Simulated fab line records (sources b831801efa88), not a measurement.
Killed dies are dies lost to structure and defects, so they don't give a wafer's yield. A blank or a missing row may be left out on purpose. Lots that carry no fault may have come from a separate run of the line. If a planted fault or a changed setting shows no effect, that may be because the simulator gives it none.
Which of the tools did it? || flow sky130 || 13 lots, 39 wafers sampled, at 3 steps of a route of 708

WHAT THE GAUGES SHOWED, per wafer
SKY_VIA1_THK_MEAS_23: measures by xrf.
{"lot": "L779", "measured": "day 33 14:44", "on": "film_metro-04", "VIA1_W_THK (nm)": "274 271 270"}
{"lot": "L782", "measured": "day 35 20:03", "on": "film_metro-02", "VIA1_W_THK (nm)": "276 278 273"}
{"lot": "L784", "measured": "day 35 20:16", "on": "film_metro-04", "VIA1_W_THK (nm)": "272 271 274"}
{"lot": "L785", "measured": "day 36 03:18", "on": "film_metro-01", "VIA1_W_THK (nm)": "273 281 284"}
{"lot": "L787", "measured": "day 37 09:17", "on": "film_metro-04", "VIA1_W_THK (nm)": "273 273 275"}
{"lot": "L789", "measured": "day 37 13:23", "on": "film_metro-04", "VIA1_W_THK (nm)": "273 273 268"}
{"lot": "L795", "measured": "day 39 00:25", "on": "film_metro-02", "VIA1_W_THK (nm)": "268 269 267"}
{"lot": "L796", "measured": "day 39 09:38", "on": "film_metro-02", "VIA1_W_THK (nm)": "273 268 269"}
{"lot": "L797", "measured": "day 39 20:05", "on": "film_metro-01", "VIA1_W_THK (nm)": "276 280 281"}
{"lot": "L798", "measured": "day 40 04:38", "on": "film_metro-01", "VIA1_W_THK (nm)": "271 274 269"}
{"lot": "L799", "measured": "day 40 10:50", "on": "film_metro-02", "VIA1_W_THK (nm)": "271 268 271"}
{"lot": "L800", "measured": "day 40 14:08", "on": "film_metro-04", "VIA1_W_THK (nm)": "271 274 278"}
{"lot": "L801", "measured": "day 40 19:07", "on": "film_metro-02", "VIA1_W_THK (nm)": "266 262 260"}

WHAT TOOL EACH LOT RAN ON (gives the tool, then ch and the chambers of the sampled wafers, and finally the start)
{"lot": "L779", "SKY_PWDE_EXPOSE_04": "iline_stepper-02 ch 0, day 3 17:07", "SKY_VIA1_CVD_21": "cvd_w-02 ch 0,1, day 33 14:32"}
{"lot": "L782", "SKY_PWDE_EXPOSE_04": "iline_stepper-02 ch 0, day 4 11:10", "SKY_VIA1_CVD_21": "cvd_w-01 ch 0,1, day 35 19:50"}
{"lot": "L784", "SKY_PWDE_EXPOSE_04": "iline_stepper-01 ch 0, day 4 19:47", "SKY_VIA1_CVD_21": "cvd_w-02 ch 0,1, day 35 20:02"}
{"lot": "L785", "SKY_PWDE_EXPOSE_04": "iline_stepper-02 ch 0, day 4 23:01", "SKY_VIA1_CVD_21": "cvd_w-02 ch 0,1, day 36 03:05"}
{"lot": "L787", "SKY_PWDE_EXPOSE_04": "iline_stepper-02 ch 0, day 5 19:58", "SKY_VIA1_CVD_21": "cvd_w-01 ch 0,1, day 37 09:04"}
{"lot": "L789", "SKY_PWDE_EXPOSE_04": "iline_stepper-01 ch 0, day 6 05:03", "SKY_VIA1_CVD_21": "cvd_w-01 ch 0,1, day 37 13:10"}
{"lot": "L795", "SKY_PWDE_EXPOSE_04": "iline_stepper-02 ch 0, day 7 10:02", "SKY_VIA1_CVD_21": "cvd_w-02 ch 0,1, day 39 00:13"}
{"lot": "L796", "SKY_PWDE_EXPOSE_04": "iline_stepper-02 ch 0, day 7 12:53", "SKY_VIA1_CVD_21": "cvd_w-02 ch 0,1, day 39 09:25"}
{"lot": "L797", "SKY_PWDE_EXPOSE_04": "iline_stepper-01 ch 0, day 7 20:28", "SKY_VIA1_CVD_21": "cvd_w-01 ch 0,1, day 39 19:52"}
{"lot": "L798", "SKY_PWDE_EXPOSE_04": "iline_stepper-02 ch 0, day 8 03:58", "SKY_VIA1_CVD_21": "cvd_w-02 ch 0,1, day 40 04:25"}
{"lot": "L799", "SKY_PWDE_EXPOSE_04": "iline_stepper-01 ch 0, day 8 11:46", "SKY_VIA1_CVD_21": "cvd_w-01 ch 0,1, day 40 10:38"}
{"lot": "L800", "SKY_PWDE_EXPOSE_04": "iline_stepper-02 ch 0, day 8 12:36", "SKY_VIA1_CVD_21": "cvd_w-01 ch 0,1, day 40 13:55"}
{"lot": "L801", "SKY_PWDE_EXPOSE_04": "iline_stepper-02 ch 0, day 8 20:26", "SKY_VIA1_CVD_21": "cvd_w-02 ch 0,1, day 40 18:53"}
- SKY_PWDE_EXPOSE_04: exposes mask PWDEM, target cd 840 nm.
- SKY_VIA1_CVD_21: deposits W, target thk 270 nm, time 80.902 s.

WHAT THE TOOLS THEMSELVES READ (means of the sampled wafers that have a number; where no wafer has one, the mark that the record gives instead)
SKY_VIA1_CVD_21.
{"lot": "L779", "tool": "cvd_w-02", "heater_power_w (W)": 799}
{"lot": "L782", "tool": "cvd_w-01", "heater_power_w (W)": 864}
{"lot": "L784", "tool": "cvd_w-02", "heater_power_w (W)": 808}
{"lot": "L785", "tool": "cvd_w-02", "heater_power_w (W)": 798}
{"lot": "L787", "tool": "cvd_w-01", "heater_power_w (W)": 859}
{"lot": "L789", "tool": "cvd_w-01", "heater_power_w (W)": 788}
{"lot": "L795", "tool": "cvd_w-02", "heater_power_w (W)": 787}
{"lot": "L796", "tool": "cvd_w-02", "heater_power_w (W)": 792}
{"lot": "L797", "tool": "cvd_w-01", "heater_power_w (W)": 721}
{"lot": "L798", "tool": "cvd_w-02", "heater_power_w (W)": 784}
{"lot": "L799", "tool": "cvd_w-01", "heater_power_w (W)": 782}
{"lot": "L800", "tool": "cvd_w-01", "heater_power_w (W)": 771}
{"lot": "L801", "tool": "cvd_w-02", "heater_power_w (W)": 807}

THE ANSWER, worked out from the rows above alone
Rule: the lots themselves supply what counts as usual. The widest of any qualifying gaps counts: lots, ordered by their means at a reading, are off when they make up no more than a third of the lots, leave a main group of 4 or more, and stand apart from it by 3 or more times the standard deviation of that group's means. A main group whose means are all the same, to the digits that the tables above print for the reading, isn't used. Also off: a lot with no number at a reading for which 4 or more lots have one. Where the step has rows for the other lots, those lots are counted as sound. First the gauges in route order, then the tools' own readings, where a lot's mean is used as printed above. The first step at which some lot is off is used, and at that step the reading that is off furthest; a lot without a number counts as furthest.
Nothing can be told from this: no lot is off at any reading shown.

WHAT THE SIMULATOR HAD INSERTED
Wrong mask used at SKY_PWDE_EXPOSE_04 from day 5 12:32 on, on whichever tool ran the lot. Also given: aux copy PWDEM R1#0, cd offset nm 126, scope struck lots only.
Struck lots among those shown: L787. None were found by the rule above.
